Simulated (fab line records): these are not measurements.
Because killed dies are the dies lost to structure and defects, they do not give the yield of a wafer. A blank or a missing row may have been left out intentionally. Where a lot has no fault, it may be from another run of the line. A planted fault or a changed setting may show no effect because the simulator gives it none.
Matching of chambers || flow sky130 || pecvd-02 running SKY_CAP2M_CVD_00: 3 sister chambers
The step deposits SiO2, target thk 15.5 nm. 14 wafers are shown with their chamber, then 7 later ones without.

## EACH WAFER AND ITS CHAMBER
{"wafer": "L074.1", "chamber": 1, "heater-power-w (W)": 555}
{"wafer": "L074.2", "chamber": 0, "heater-power-w (W)": 658}
{"wafer": "L074.3", "chamber": 2, "heater-power-w (W)": 648}
{"wafer": "L074.4", "chamber": 0, "heater-power-w (W)": 648}
{"wafer": "L074.5", "chamber": 1, "heater-power-w (W)": 577}
{"wafer": "L074.6", "chamber": 2, "heater-power-w (W)": 633}
{"wafer": "L079.3", "chamber": 0, "heater-power-w (W)": 631}
{"wafer": "L079.4", "chamber": 1, "heater-power-w (W)": 562}
{"wafer": "L079.5", "chamber": 2, "heater-power-w (W)": 644}
{"wafer": "L080.3", "chamber": 0, "heater-power-w (W)": 632}
{"wafer": "L080.5", "chamber": 0, "heater-power-w (W)": 625}
{"wafer": "L080.6", "chamber": 1, "heater-power-w (W)": 567}
{"wafer": "L086.1", "chamber": 2, "heater-power-w (W)": 632}
{"wafer": "L086.5", "chamber": 0, "heater-power-w (W)": 581}

SIGNATURES (averages over the wafers above)
{"reading": "heater-power-w", "chamber 0": 629.17, "chamber 1": 565.25, "chamber 2": 639.25, "scatter within a chamber": 19}
Rule: for a wafer and a chamber, the distance is found by dividing, reading by reading, the gap between the wafer's reading and the chamber's mean by the reading's scatter, squaring, summing and taking the root. The wafer belongs to the nearest chamber; if the next one is less than 2 further off, it can't be placed. The scatter is the square root of a quotient: the sum, over the shown wafers, of each reading's squared deviation from its chamber's mean, divided by wafers minus chambers.

## WAFERS MISSING THEIR CHAMBER
{"wafer": "L086.6", "heater-power-w (W)": 543}
{"wafer": "L088.3", "heater-power-w (W)": 543}
{"wafer": "L088.5", "heater-power-w (W)": 617}
{"wafer": "L088.6", "heater-power-w (W)": 547}
{"wafer": "L095.2", "heater-power-w (W)": 667}
{"wafer": "L095.3", "heater-power-w (W)": 552}
{"wafer": "L095.4", "heater-power-w (W)": 646}

## EACH ONE'S CHAMBER
{"wafer": "L086.6", "from the rows above": 1, "in truth": 1}
{"wafer": "L088.3", "from the rows above": 1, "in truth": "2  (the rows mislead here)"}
{"wafer": "L088.5", "from the rows above": "can't be placed: 0 or 2", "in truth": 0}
{"wafer": "L088.6", "from the rows above": 1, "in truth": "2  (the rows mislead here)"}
{"wafer": "L095.2", "from the rows above": "can't be placed: 2 or 0", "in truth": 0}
{"wafer": "L095.3", "from the rows above": 1, "in truth": 1}
{"wafer": "L095.4", "from the rows above": "can't be placed: 2 or 0", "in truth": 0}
2 of 7 placed correctly. Unplaceable from these rows: 3, with the true chamber sitting among the candidates in 3. Wrongly placed: 2.
